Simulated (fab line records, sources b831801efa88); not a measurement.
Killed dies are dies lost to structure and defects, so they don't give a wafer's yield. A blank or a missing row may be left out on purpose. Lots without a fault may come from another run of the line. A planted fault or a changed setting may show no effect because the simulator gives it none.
Chamber matching | flow gf180mcu | GF_CONTACT_ETCH_16 on rie_diel-03: 4 sister chambers
The step etches BARC in N2/H2. 8 wafers are shown with their chamber, then 8 later ones without.

WAFERS WITH THEIR CHAMBER
wafer  | chamber | drypump_motor_current_A (A) | throttle_valve_pct (%)
L381.2 | 3       | 6.6                         | 13.227
L381.5 | 2       | 5.1                         | 13.231
L384.1 | 2       | 5.1                         | 13.234
L384.3 | 0       | 5.1                         | 13.213
L387.3 | 0       | 5.1                         | 13.230
L387.4 | 1       | 5.1                         | 13.220
L387.6 | 3       | 6.6                         | 13.228
L390.1 | 1       | 5.0                         | 13.227

WAFERS WITHOUT THEIR CHAMBER
wafer  | drypump_motor_current_A (A) | throttle_valve_pct (%)
L390.2 | 6.6                         | 13.229
L390.6 | 6.6                         | 13.227
L392.2 | 6.6                         | 13.238
L392.3 | 5.1                         | 13.231
L392.4 | 5.0                         | 13.217
L393.2 | 6.6                         | 13.238
L393.4 | 5.1                         | 13.233
L393.5 | 5.1                         | 13.224

WHICH CHAMBER EACH WENT THROUGH
wafer  | from the rows above          | in truth
L390.2 | 3                            | 3
L390.6 | 3                            | 3
L392.2 | 3                            | 3
L392.3 | can't be placed: 2 or 0 or 1 | 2
L392.4 | can't be placed: 1 or 0 or 2 | 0
L393.2 | 3                            | 3
L393.4 | can't be placed: 2 or 0 or 1 | 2
L393.5 | can't be placed: 0 or 2 or 1 | 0
Placed correctly: 4 of 8. Can't be placed from these rows: 4 (the true chamber is among the candidates in 4). Placed wrongly: 0.
How it was worked out, from the rows above alone: a wafer's distance from a chamber is the root of the sum, over the readings, of the square of ((its reading less the chamber's mean) divided by the reading's scatter). The wafer belongs to the nearest chamber; if the next one is less than 2 further off, it can't be placed. A chamber's mean is the mean of its shown wafers. The scatter: the root of (the sum of the squares of (reading less its chamber's mean) over the shown wafers, divided by (wafers less chambers)).
